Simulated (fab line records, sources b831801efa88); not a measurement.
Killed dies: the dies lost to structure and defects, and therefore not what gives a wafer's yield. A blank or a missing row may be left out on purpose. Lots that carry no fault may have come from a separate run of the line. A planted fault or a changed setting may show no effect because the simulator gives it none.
fab line records ; flow sky130 ; part 1 of 2: steps 1 to 42 of 43
record lots=6; wafers=18; last-day=52
route steps=708 shown VIA1@464 METAL2@483 PAD_OPEN@708
lots untouched by any fault: they come from a run of this same line in which no faults occurred
start-h: start of the lot's first displayed wafer, in hours after the record's first day ; wait-h: hours from the lot's prior step to this one ; " repeats the value in the row above ; L1.1+2: a single row standing in for several wafers ; - value missing, or start not given ; * or withheld: withheld ; < > ~ a bound
route shown NAME@n: NAME is a module with steps in the file, n the number in the route of the first one ; usual: mean/standard deviation taken from wafers without a fault ; same: alike in all rows ; chamber/n: place in a boat ; sites: each site's reading ; _std_site: the standard deviation of these ; _edge_site: the outer-site mean with the inner-site mean subtracted ; radius-mm: for every site, how far away it sits from the centre of the wafer ; mask NAME#n: copy n ; behind: tool/chamber where the wafer was last shaped ; hold: why the lot was held/for how many hours/how that ended ; device: whichever transistor did not switch (one of n, p or np) ; end of line: tests of these same wafers at the route's end ; a step given without rows: its recipe and nothing more ; killed: not the wafer's yield, but the dies lost to structure and defects at the first sort ; map: the dies of a wafer, with x for killed, . for not killed, _ for no die there
set.NAME: the run value of the setting; set.NAME@STEP: its run value at that earlier step ; model.NAME: the simulator's own value behind a step, which no gauge read
lots seen at some steps along the route; tables by step, rows by wafer
services: when a tool's chamber went out of use (start-h, in hours from the record's first day, below 0 if earlier), for how many hours, and the reason
## steps
# step SKY_VIA1_COAT_06
# recipe resist=BARC; temp-c=withheld; time-s=withheld; spin-rpm=3000; resist-thk-nm=60
# step SKY_VIA1_COAT_07
# recipe resist=KrF-thick; spin-rpm=3000; resist-thk-nm=450
# step SKY_VIA1_SOFTBAKE_08
# recipe temp-c=100; time-s=90; resist=KrF-thick
# step SKY_VIA1_EXPOSE_09
# recipe mask-id=VIM; na=0.8; source-shape=annular; sigma-inner=0.55; sigma-outer=0.85; target-cd-nm=150; dose-mj=38
# step SKY_VIA1_PEB_10
# recipe peb-temp-c=withheld; peb-time-s=withheld; resist=KrF-thick
# step SKY_VIA1_DEVELOP_11
# recipe develop-time-s=60; resist=KrF-thick; dev-temp-c=21
# step SKY_VIA1_CD_MEAS_12
# recipe target-cd-nm=150
# usual cd-nm=149.8/1.8
lot.wafer;tool;chamber;start-h;wait-h;cd-nm
L161.3;cd-sem-01;-;767.58;-;152.8
L161.4;cd-sem-01;-;767.58;-;150.6
L161.5;cd-sem-01;-;767.58;-;151.4
L163.1;cd-sem-01;-;790.06;-;151.5
L163.5;cd-sem-01;-;790.06;-;150.5
L163.6;cd-sem-01;-;790.06;-;150.4
L164.1;cd-sem-01;-;794.69;-;148.8
L164.3;cd-sem-01;-;794.69;-;148.6
L164.6;cd-sem-01;-;794.69;-;148.9
L172.2;cd-sem-02;-;848.31;-;148.3
L172.4;cd-sem-02;-;848.31;-;149.9
L172.5;cd-sem-02;-;848.31;-;150.6
L175.1;cd-sem-02;-;1027.56;-;148.0
L175.5;cd-sem-02;-;1027.56;-;149.0
L175.6;cd-sem-02;-;1027.56;-;149.0
L174.1;cd-sem-01;-;1033.04;-;150.3
L174.3;cd-sem-01;-;1033.04;-;150.2
L174.5;cd-sem-01;-;1033.04;-;150.9
# step SKY_VIA1_OVL_MEAS_13
# usual VIA1_OVL=0/5.6
lot.wafer;tool;chamber;start-h;wait-h;VIA1_OVL[nm]
L161.3;overlay-01;-;767.67;0.1;13
L161.4;overlay-01;-;767.67;0.1;5
L161.5;overlay-01;-;767.67;0.1;9
L163.1;overlay-02;-;790.18;0.1;7
L163.5;overlay-02;-;790.18;0.1;-3
L163.6;overlay-02;-;790.18;0.1;8
L164.1;overlay-01;-;794.81;0.1;4
L164.3;overlay-01;-;794.81;0.1;1
L164.6;overlay-01;-;794.81;0.1;6
L172.2;overlay-01;-;848.41;0.1;6
L172.4;overlay-01;-;848.41;0.1;8
L172.5;overlay-01;-;848.41;0.1;7
L175.1;overlay-01;-;1027.68;0.1;1
L175.5;overlay-01;-;1027.68;0.1;-3
L175.6;overlay-01;-;1027.68;0.1;-3
L174.1;overlay-02;-;1033.16;0.1;8
L174.3;overlay-02;-;1033.16;0.1;10
L174.5;overlay-02;-;1033.16;0.1;2
# step SKY_VIA1_ETCH_14
# recipe chemistry=N2/H2; target=BARC; ion-energy-ev=200; source-w=500; bias-w=100; pressure-mtorr=30; n2-flow-sccm=100; h2-flow-sccm=200; stop-on=SiO2; time-s=45.9; target-depth-a=600
# usual chamber-pressure-mTorr=30.00/0.03; drypump-motor-current-A=5.6/0.62; h2-flow-sccm=200.0/0.55; oes-product-au=0.855/0.0046; throttle-valve-pct=13.225/0.0096
lot.wafer;tool;chamber;start-h;wait-h;chamber-pressure-mTorr;drypump-motor-current-A;h2-flow-sccm;oes-product-au;rf-hours-counter-h;throttle-valve-pct
L161.3;rie-diel-04;3;767.69;0.0;30.03;5.8;200.4;0.851;14;13.234
L161.4;rie-diel-04;0;767.69;0.0;30.02;6.4;199.5;0.854;5;13.218
L161.5;rie-diel-04;1;767.69;0.0;30.06;6.4;200.6;0.860;-;13.215
L163.1;rie-diel-04;0;790.22;0.0;30.00;6.4;200.4;0.854;5;13.208
L163.5;rie-diel-04;2;790.22;0.0;29.99;5.2;200.0;0.854;-;13.221
L163.6;rie-diel-04;3;790.22;0.0;30.03;5.8;198.5;0.852;-;13.218
L164.1;rie-diel-03;2;794.84;0.0;29.95;4.7;199.5;0.846;12;13.232
L164.3;rie-diel-03;0;794.84;0.0;30.04;4.8;198.6;0.849;25;13.233
L164.6;rie-diel-03;3;794.84;0.0;30.06;6.1;199.9;0.864;-;13.206
L172.2;rie-diel-01;3;848.44;0.0;30.03;4.6;200.4;0.854;15;13.228
L172.4;rie-diel-01;1;848.44;0.0;29.90;6.1;199.8;0.861;18;13.241
L172.5;rie-diel-01;0;848.44;0.0;30.02;5.3;199.6;0.856;-;13.214
L175.1;rie-diel-04;0;1027.72;0.0;30.01;6.4;201.5;0.857;12;13.234
L175.5;rie-diel-04;0;1027.72;0.0;29.99;6.4;200.6;0.851;-;13.218
L175.6;rie-diel-04;3;1027.72;0.0;29.98;5.8;200.0;0.858;-;13.220
L174.1;rie-diel-03;2;1033.19;0.0;29.96;4.7;199.7;0.859;19;13.220
L174.3;rie-diel-03;1;1033.19;0.0;29.93;5.4;199.0;0.856;15;13.207
L174.5;rie-diel-03;0;1033.19;0.0;30.02;4.8;200.7;0.860;-;13.208
# step SKY_VIA1_ETCH_15
# recipe target=SiO2; chemistry=C4F8/O2/Ar; target-depth-nm=351; stop-on=TiN; mask-material=KrF-thick; source-w=1500; bias-w=1200; pressure-mtorr=40; c4f8-flow-sccm=withheld; O2_flow_sccm=6; Ar_flow_sccm=300; time-s=54
# step SKY_VIA1_STRIP_16
# recipe chemistry=O2/N2; power-w=1400; pressure-mtorr=1500; platen-temp-c=withheld; o2-flow-sccm=3000; n2-flow-sccm=300; overash-fraction=0.5
# step SKY_VIA1_STRIP_17
# recipe chemistry=post-etch-residue-remover; time-s=1200; temp-c=72.5
# step SKY_VIA1_CLEAN_18
# recipe chemistry=IPA; time-s=180; temp-c=25
lot.wafer;tool;chamber;start-h;wait-h
L161.3+4+5;wet-bench-04;3;768.25;0.0
L163.1+5+6;wet-bench-04;2;790.75;0.0
L164.1+3+6;wet-bench-04;2;795.37;0.0
L172.2+4+5;wet-bench-02;3;849.32;0.0
L175.1+5+6;wet-bench-04;3;1028.35;0.0
L174.1+3+5;wet-bench-03;1;1033.72;0.0
# step SKY_VIA1_CLEAN_19
# recipe chemistry=O3/DIW; dry=n2-spin
# step SKY_VIA1_SPUTTER_20
# recipe material=TiN; target-thk-nm=20; chamber-pressure-pa=5; power-w=4000; time-s=80
# usual chamber-pressure-pa=5.002/0.0098; throttle-valve-pct=29.5/1.3
lot.wafer;tool;chamber;start-h;wait-h;chamber-pressure-pa;throttle-valve-pct
L161.3;pvd-sputter-03;-;768.41;0.0;4.993;30.0
L161.4;pvd-sputter-03;-;768.41;0.0;4.996;29.5
L161.5;pvd-sputter-03;-;768.41;0.0;4.999;28.8
L163.1;pvd-sputter-01;-;790.90;0.0;5.010;29.1
L163.5;pvd-sputter-01;-;790.90;0.0;4.997;31.3
L163.6;pvd-sputter-01;-;790.90;0.0;5.015;29.1
L164.1;pvd-sputter-04;-;795.52;0.0;4.994;28.3
L164.3;pvd-sputter-04;-;795.52;0.0;5.000;28.1
L164.6;pvd-sputter-04;-;795.52;0.0;5.000;28.2
L172.2;pvd-sputter-01;-;849.56;0.0;4.994;30.7
L172.4;pvd-sputter-01;-;849.56;0.0;5.011;30.8
L172.5;pvd-sputter-01;-;849.56;0.0;4.999;31.1
L175.1;pvd-sputter-03;-;1028.51;0.0;5.026;28.6
L175.5;pvd-sputter-03;-;1028.51;0.0;5.004;28.5
L175.6;pvd-sputter-03;-;1028.51;0.0;4.982;29.3
L174.1;pvd-sputter-04;-;1033.92;0.0;5.003;31.9
L174.3;pvd-sputter-04;-;1033.92;0.0;5.006;28.1
L174.5;pvd-sputter-04;-;1033.92;0.0;5.005;27.9
# step SKY_VIA1_CVD_21
# recipe material=W; target-thk-nm=270; time-s=80.902; temp-c=400; pressure-torr=40
# step SKY_VIA1_RS_MEAS_22
# recipe thk-meas-gauge=four-point-probe; reads=W_of_VIA1_CVD_21+TiN_of_VIA1_SPUTTER_20
# usual VIA1_W_RS=0.425/0.005
lot.wafer;tool;chamber;start-h;wait-h;VIA1_W_RS[ohm/sq]
L161.3;film-metro-01;-;768.60;0.1;0.415
L161.4;film-metro-01;-;768.60;0.1;0.426
L161.5;film-metro-01;-;768.60;0.1;0.421
L163.1;film-metro-04;-;791.05;0.1;0.428
L163.5;film-metro-04;-;791.05;0.1;0.417
L163.6;film-metro-04;-;791.05;0.1;0.429
L164.1;film-metro-02;-;795.68;0.1;0.424
L164.3;film-metro-02;-;795.68;0.1;0.423
L164.6;film-metro-02;-;795.68;0.1;0.430
L172.2;film-metro-02;-;849.74;0.1;0.432
L172.4;film-metro-02;-;849.74;0.1;0.427
L172.5;film-metro-02;-;849.74;0.1;0.432
L175.1;film-metro-02;-;1028.66;0.1;0.419
L175.5;film-metro-02;-;1028.66;0.1;0.417
L175.6;film-metro-02;-;1028.66;0.1;0.422
L174.1;film-metro-04;-;1034.07;0.1;0.436
L174.3;film-metro-04;-;1034.07;0.1;0.432
L174.5;film-metro-04;-;1034.07;0.1;0.429
# step SKY_VIA1_THK_MEAS_23
# recipe thk-meas-gauge=xrf; reads=W_of_VIA1_CVD_21
# usual VIA1_W_THK=264/3.4
lot.wafer;tool;chamber;start-h;wait-h;VIA1_W_THK[nm]
L161.3;film-metro-01;-;768.70;0.1;272
L161.4;film-metro-01;-;768.70;0.1;266
L161.5;film-metro-01;-;768.70;0.1;267
L163.1;film-metro-04;-;791.17;0.1;263
L163.5;film-metro-04;-;791.17;0.1;270
L163.6;film-metro-04;-;791.17;0.1;264
L164.1;film-metro-02;-;795.80;0.1;263
L164.3;film-metro-02;-;795.80;0.1;262
L164.6;film-metro-02;-;795.80;0.1;260
L172.2;film-metro-02;-;849.85;0.1;261
L172.4;film-metro-02;-;849.85;0.1;265
L172.5;film-metro-02;-;849.85;0.1;261
L175.1;film-metro-02;-;1028.78;0.1;268
L175.5;film-metro-02;-;1028.78;0.1;267
L175.6;film-metro-02;-;1028.78;0.1;267
L174.1;film-metro-04;-;1034.19;0.1;259
L174.3;film-metro-04;-;1034.19;0.1;260
L174.5;film-metro-04;-;1034.19;0.1;263
# step SKY_VIA1_CMP_24
# recipe stop-on=SiO2; t-overpolish-s=15; down-force-psi=3.5; platen-rpm=60; target-thk-nm=0; pad-velocity-m-s=0.94248
# step SKY_METAL2_SPUTTER_00
# recipe material=Ti; target-thk-nm=15; power-w=3000; time-s=10; chamber-pressure-pa=0.4
# usual chamber-pressure-pa=0.3999/0.00081; throttle-valve-pct=29.4/0.73
lot.wafer;tool;chamber;start-h;wait-h;chamber-pressure-pa;throttle-valve-pct
L161.3;pvd-sputter-02;-;769.04;0.2;0.4001;29.8
L161.4;pvd-sputter-02;-;769.04;0.2;0.3998;30.0
L161.5;pvd-sputter-02;-;769.04;0.2;0.4013;30.0
L163.1;pvd-sputter-03;-;791.53;0.2;0.3991;29.4
L163.5;pvd-sputter-03;-;791.53;0.2;0.4003;30.1
L163.6;pvd-sputter-03;-;791.53;0.2;0.4013;28.7
L164.1;pvd-sputter-02;-;796.16;0.1;0.3983;29.9
L164.3;pvd-sputter-02;-;796.16;0.1;0.3999;29.8
L164.6;pvd-sputter-02;-;796.16;0.1;0.3998;30.3
L172.2;pvd-sputter-02;-;850.20;0.1;0.4008;29.8
L172.4;pvd-sputter-02;-;850.20;0.1;0.3991;29.9
L172.5;pvd-sputter-02;-;850.20;0.1;0.4007;29.8
L175.1;pvd-sputter-02;-;1029.14;0.1;0.3991;30.0
L175.5;pvd-sputter-02;-;1029.14;0.1;0.3999;29.1
L175.6;pvd-sputter-02;-;1029.14;0.1;0.4015;30.2
L174.1;pvd-sputter-03;-;1034.55;0.1;0.3999;29.2
L174.3;pvd-sputter-03;-;1034.55;0.1;0.3993;28.6
L174.5;pvd-sputter-03;-;1034.55;0.1;0.4009;28.7
# step SKY_METAL2_SPUTTER_01
# recipe material=TiN; target-thk-nm=20; power-w=6500; time-s=16.7; chamber-pressure-pa=0.4
# usual chamber-pressure-pa=0.4001/0.0008; throttle-valve-pct=29.5/0.74
lot.wafer;tool;chamber;start-h;wait-h;chamber-pressure-pa;throttle-valve-pct
L161.3;pvd-sputter-02;-;769.07;0.0;0.4007;29.8
L161.4;pvd-sputter-02;-;769.07;0.0;0.3996;30.0
L161.5;pvd-sputter-02;-;769.07;0.0;0.3991;30.0
L163.1;pvd-sputter-03;-;791.55;0.0;0.4012;29.1
L163.5;pvd-sputter-03;-;791.55;0.0;0.3993;30.3
L163.6;pvd-sputter-03;-;791.55;0.0;0.4012;28.5
L164.1;pvd-sputter-02;-;796.18;0.0;0.4002;30.4
L164.3;pvd-sputter-02;-;796.18;0.0;0.4005;29.9
L164.6;pvd-sputter-02;-;796.18;0.0;0.4005;30.3
L172.2;pvd-sputter-02;-;850.22;0.0;0.4001;30.0
L172.4;pvd-sputter-02;-;850.22;0.0;0.4011;30.0
L172.5;pvd-sputter-02;-;850.22;0.0;0.3997;29.9
L175.1;pvd-sputter-02;-;1029.16;0.0;0.3990;29.7
L175.5;pvd-sputter-02;-;1029.16;0.0;0.4006;28.9
L175.6;pvd-sputter-02;-;1029.16;0.0;0.4006;30.2
L174.1;pvd-sputter-03;-;1034.57;0.0;0.4002;29.0
L174.3;pvd-sputter-03;-;1034.57;0.0;0.4006;28.5
L174.5;pvd-sputter-03;-;1034.57;0.0;0.4001;28.8
# step SKY_METAL2_SPUTTER_02
# recipe material=AlCu; target-thk-nm=250; power-w=10600; time-s=13.3; chamber-pressure-pa=0.4
# step SKY_METAL2_SPUTTER_03
# recipe material=Ti; target-thk-nm=5; power-w=3000; time-s=3.3; chamber-pressure-pa=0.4
# step SKY_METAL2_SPUTTER_04
# recipe material=TiN; target-thk-nm=70; power-w=6500; time-s=58.3; chamber-pressure-pa=0.4
# usual chamber-pressure-pa=0.4000/0.00077; throttle-valve-pct=29.4/0.73
lot.wafer;tool;chamber;start-h;wait-h;chamber-pressure-pa;throttle-valve-pct
L161.3;pvd-sputter-02;-;769.14;0.0;0.3995;29.7
L161.4;pvd-sputter-02;-;769.14;0.0;0.3997;29.8
L161.5;pvd-sputter-02;-;769.14;0.0;0.3996;29.9
L163.1;pvd-sputter-03;-;791.62;0.0;0.3991;29.2
L163.5;pvd-sputter-03;-;791.62;0.0;0.3986;29.9
L163.6;pvd-sputter-03;-;791.62;0.0;0.3998;28.7
L164.1;pvd-sputter-02;-;796.25;0.0;0.4019;29.9
L164.3;pvd-sputter-02;-;796.25;0.0;0.4004;29.7
L164.6;pvd-sputter-02;-;796.25;0.0;0.4001;29.9
L172.2;pvd-sputter-02;-;850.29;0.0;0.3998;30.1
L172.4;pvd-sputter-02;-;850.29;0.0;0.4004;30.1
L172.5;pvd-sputter-02;-;850.29;0.0;0.3997;30.0
L175.1;pvd-sputter-02;-;1029.23;0.0;0.3987;29.9
L175.5;pvd-sputter-02;-;1029.23;0.0;0.4001;29.1
L175.6;pvd-sputter-02;-;1029.23;0.0;0.4003;29.9
L174.1;pvd-sputter-03;-;1034.64;0.0;0.4005;29.2
L174.3;pvd-sputter-03;-;1034.64;0.0;0.4004;28.5
L174.5;pvd-sputter-03;-;1034.64;0.0;0.3986;28.8
# step SKY_METAL2_RS_MEAS_05
# recipe thk-meas-gauge=four-point-probe; reads=TiN_of_METAL2_SPUTTER_04+Ti_of_METAL2_SPUTTER_03+AlCu_of_METAL2_SPUTTER_02+TiN_of_METAL2_SPUTTER_01+Ti_of_METAL2_SPUTTER_00
# usual METAL2_ALCU_RS=0.1272/0.0013
lot.wafer;tool;chamber;start-h;wait-h;METAL2_ALCU_RS[ohm/sq]
L161.3;film-metro-02;-;769.22;0.1;0.1276
L161.4;film-metro-02;-;769.22;0.1;0.1289
L161.5;film-metro-02;-;769.22;0.1;0.1288
L163.1;film-metro-02;-;791.67;0.0;0.1260
L163.5;film-metro-02;-;791.67;0.0;0.1261
L163.6;film-metro-02;-;791.67;0.0;0.1290
L164.1;film-metro-04;-;796.30;0.0;0.1260
L164.3;film-metro-04;-;796.30;0.0;0.1255
L164.6;film-metro-04;-;796.30;0.0;0.1265
L172.2;film-metro-03;-;850.36;0.0;0.1266
L172.4;film-metro-03;-;850.36;0.0;0.1260
L172.5;film-metro-03;-;850.36;0.0;0.1259
L175.1;film-metro-03;-;1029.28;0.0;0.1274
L175.5;film-metro-03;-;1029.28;0.0;0.1266
L175.6;film-metro-03;-;1029.28;0.0;0.1275
L174.1;film-metro-02;-;1034.69;0.0;0.1274
L174.3;film-metro-02;-;1034.69;0.0;0.1301
L174.5;film-metro-02;-;1034.69;0.0;0.1282
# step SKY_METAL2_THK_MEAS_06
# recipe thk-meas-gauge=xrf; reads=AlCu_of_METAL2_SPUTTER_02
# usual METAL2_ALCU_THK=245.3/2.9
lot.wafer;tool;chamber;start-h;wait-h;METAL2_ALCU_THK[nm]
L161.3;film-metro-02;-;769.32;0.1;244.7
L161.4;film-metro-02;-;769.32;0.1;241.9
L161.5;film-metro-02;-;769.32;0.1;242.6
L163.1;film-metro-02;-;791.79;0.1;246.6
L163.5;film-metro-02;-;791.79;0.1;247.2
L163.6;film-metro-02;-;791.79;0.1;242.2
L164.1;film-metro-04;-;796.42;0.1;245.2
L164.3;film-metro-04;-;796.42;0.1;247.7
L164.6;film-metro-04;-;796.42;0.1;245.2
L172.2;film-metro-03;-;850.47;0.1;245.9
L172.4;film-metro-03;-;850.47;0.1;246.7
L172.5;film-metro-03;-;850.47;0.1;246.3
L175.1;film-metro-03;-;1029.40;0.1;243.2
L175.5;film-metro-03;-;1029.40;0.1;244.9
L175.6;film-metro-03;-;1029.40;0.1;244.4
L174.1;film-metro-02;-;1034.81;0.1;245.2
L174.3;film-metro-02;-;1034.81;0.1;238.5
L174.5;film-metro-02;-;1034.81;0.1;244.0
# step SKY_METAL2_DEHYDRATE_07
# recipe temp-c=200; time-s=60
# step SKY_METAL2_HMDS_08
# recipe prime-time-s=60; prime-temp-c=120
# step SKY_METAL2_COAT_09
# recipe resist=BARC; temp-c=withheld; time-s=withheld; spin-rpm=3000; resist-thk-nm=60
# step SKY_METAL2_COAT_10
# recipe resist=KrF-thick; spin-rpm=3000; resist-thk-nm=450
# step SKY_METAL2_SOFTBAKE_11
# recipe temp-c=100; time-s=90; resist=KrF-thick
# step SKY_METAL2_EXPOSE_12
# recipe mask-id=MM2; na=0.8; source-shape=annular; sigma-inner=0.55; sigma-outer=0.85; target-cd-nm=140; dose-mj=28
# step SKY_METAL2_PEB_13
# recipe peb-temp-c=withheld; peb-time-s=withheld; resist=KrF-thick
# step SKY_METAL2_DEVELOP_14
# recipe develop-time-s=60; resist=KrF-thick; dev-temp-c=21
# step SKY_METAL2_CD_MEAS_15
# recipe target-cd-nm=140
# usual cd-nm=140.2/1.4
lot.wafer;tool;chamber;start-h;wait-h;cd-nm
L161.3;cd-sem-01;-;795.40;-;139.9
L161.4;cd-sem-01;-;795.40;-;139.8
L161.5;cd-sem-01;-;795.40;-;141.0
L163.1;cd-sem-02;-;819.06;-;140.5
L163.5;cd-sem-02;-;819.06;-;142.3
L163.6;cd-sem-02;-;819.06;-;138.7
L164.1;cd-sem-02;-;823.51;-;141.5
L164.3;cd-sem-02;-;823.51;-;140.4
L164.6;cd-sem-02;-;823.51;-;141.8
L172.2;cd-sem-01;-;876.83;-;140.4
L172.4;cd-sem-01;-;876.83;-;139.0
L172.5;cd-sem-01;-;876.83;-;139.0
L175.1;cd-sem-01;-;1050.64;-;140.3
L175.5;cd-sem-01;-;1050.64;-;140.0
L175.6;cd-sem-01;-;1050.64;-;139.9
L174.1;cd-sem-01;-;1055.34;-;140.5
L174.3;cd-sem-01;-;1055.34;-;140.6
L174.5;cd-sem-01;-;1055.34;-;139.0
# step SKY_METAL2_OVL_MEAS_16
# usual METAL2_OVL=-2/4.4
lot.wafer;tool;chamber;start-h;wait-h;METAL2_OVL[nm]
L161.3;overlay-02;-;795.49;0.1;-5
L161.4;overlay-02;-;795.49;0.1;0
L161.5;overlay-02;-;795.49;0.1;-7
L163.1;overlay-02;-;819.18;0.1;1
L163.5;overlay-02;-;819.18;0.1;-1
L163.6;overlay-02;-;819.18;0.1;-6
L164.1;overlay-02;-;823.63;0.1;-6
L164.3;overlay-02;-;823.63;0.1;-7
L164.6;overlay-02;-;823.63;0.1;-9
L172.2;overlay-01;-;876.93;0.1;1
L172.4;overlay-01;-;876.93;0.1;3
L172.5;overlay-01;-;876.93;0.1;-6
L175.1;overlay-02;-;1050.76;0.1;3
L175.5;overlay-02;-;1050.76;0.1;2
L175.6;overlay-02;-;1050.76;0.1;-4
L174.1;overlay-01;-;1055.46;0.1;-1
L174.3;overlay-01;-;1055.46;0.1;-3
L174.5;overlay-01;-;1055.46;0.1;-3
# step SKY_METAL2_DESCUM_17
# recipe chemistry=O2; source-power-w=150; bias-power-w=0; pressure-mtorr=10; temp-c=40; time-s=8
# step SKY_METAL2_ETCH_18
# recipe chemistry=N2/H2; target=BARC; ion-energy-ev=200; bias-w=100; pressure-mtorr=30; n2-flow-sccm=100; h2-flow-sccm=200; icp-w=500; stop-on=SiO2; time-s=45.9; target-depth-a=600
# step SKY_METAL2_METAL_ETCH_19
# recipe target-depth-a=3600; stop-on=SiO2; over-etch-frac=0.3; time-s=78; chemistry=Cl2/BCl3; resist-sidewall-deg=88; pressure-mtorr=10; icp-w=900; bias-w=48.5; Cl2_flow_sccm=60; bcl3-flow-sccm=30
# step SKY_METAL2_STRIP_20
# recipe chemistry=O2/N2; power-w=1400; pressure-mtorr=1500; platen-temp-c=withheld; o2-flow-sccm=3000; n2-flow-sccm=300; overash-fraction=0.5
# step SKY_METAL2_STRIP_21
# recipe chemistry=post-etch-residue-remover; time-s=1200; temp-c=72.5
# step SKY_METAL2_CLEAN_22
# recipe chemistry=IPA; time-s=180; temp-c=25
